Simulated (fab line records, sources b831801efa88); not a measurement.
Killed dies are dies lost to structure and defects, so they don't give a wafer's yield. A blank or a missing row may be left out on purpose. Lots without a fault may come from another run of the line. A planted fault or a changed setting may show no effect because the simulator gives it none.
A struck lot beside a sound one | flow gf180mcu | 14 steps out of a route of 602
Sound: wafers L565.1, L565.2, L565.3. Struck: wafers L570.2, L570.3, L570.6. The cause comes at the end.
At each step with rows: each side's tool, then ch and its chambers, then its first start. Under that, the readings that differ: sound wafers | struck wafers | difference of the means | sigmas: that difference in standard deviations of wafers without a fault.
alike: readings whose means differ by less than 2 such deviations, and words and numbers that are the same on both sides. not compared: withheld readings, readings that some wafer has no value for, bounds like >300 that may hide the same value, and numbers for which the record gives no deviation and whose values overlap.
The two part at a step that has a row with sigmas, a row that says differs or no value, or rows on one side only. Numbers that don't overlap but have no deviation are shown without sigmas and don't part them. A reading that every wafer of one side lacks parts them only if that side has two wafers or more.

GF_TOP_METAL_SPUTTER_01: material TiN, target thk 30 nm, time 25 s.
  sound on pvd_sputter-02, day 27 15:56; struck on pvd_sputter-03, day 29 11:05
  alike: throttle_valve_pct
GF_TOP_METAL_SPUTTER_02: material AlCu, target thk 900 nm, time 47.82 s.
  sound on pvd_sputter-02, day 27 15:58; struck on pvd_sputter-03, day 29 11:07
  alike: throttle_valve_pct
GF_TOP_METAL_SPUTTER_03: material Ti, target thk 5 nm, time 3.3 s.
  sound on pvd_sputter-02, day 27 16:01; struck on pvd_sputter-03, day 29 11:10
  alike: throttle_valve_pct
GF_TOP_METAL_SPUTTER_04: material TiN, target thk 25 nm, time 20.8 s.
  sound on pvd_sputter-02, day 27 16:01; struck on pvd_sputter-03, day 29 11:11
  alike: throttle_valve_pct
GF_TOP_METAL_RS_MEAS_05: measures by four-point-probe.
  sound on film_metro-04, day 27 16:03; struck on film_metro-04, day 29 11:14
  alike: TOP_METAL_ALCU_RS
GF_TOP_METAL_THK_MEAS_06: measures by xrf.
  sound on film_metro-04, day 27 16:10; struck on film_metro-04, day 29 11:20
  alike: TOP_METAL_ALCU_THK
then, 6 steps without rows for these wafers: GF_TOP_METAL_DEHYDRATE_07 (time 60 s); GF_TOP_METAL_HMDS_08 (prime time 60 s); GF_TOP_METAL_COAT_09 (resist thk 1500 nm); GF_TOP_METAL_SOFTBAKE_10 (time 60 s); GF_TOP_METAL_EXPOSE_11 (exposes mask MetalTop, target cd 440 nm); GF_TOP_METAL_PEB_12.
GF_TOP_METAL_DEVELOP_13: develop time 60 s.
  sound on litho_track-03 ch 0, day 28 11:28; struck on litho_track-02, day 30 05:46
  no value came back on the struck wafers for chill_plate_temp_C (C), develop_time_s (s); on the sound wafers chill_plate_temp_C (C) reads 22.82 22.79 22.74
GF_TOP_METAL_CD_MEAS_14: target cd 440 nm.
  sound on cd_sem-01, day 28 11:37; struck on cd_sem-02, day 30 05:55
  reading    | sound             | struck | difference                    | sigmas
  cd_nm (nm) | 442.2 438.2 441.9 | - - -  | no value on the struck wafers |

WHERE THEY PART
First at GF_TOP_METAL_DEVELOP_13; last, within this record, at GF_TOP_METAL_CD_MEAS_14.

WHY: what the simulator had put in
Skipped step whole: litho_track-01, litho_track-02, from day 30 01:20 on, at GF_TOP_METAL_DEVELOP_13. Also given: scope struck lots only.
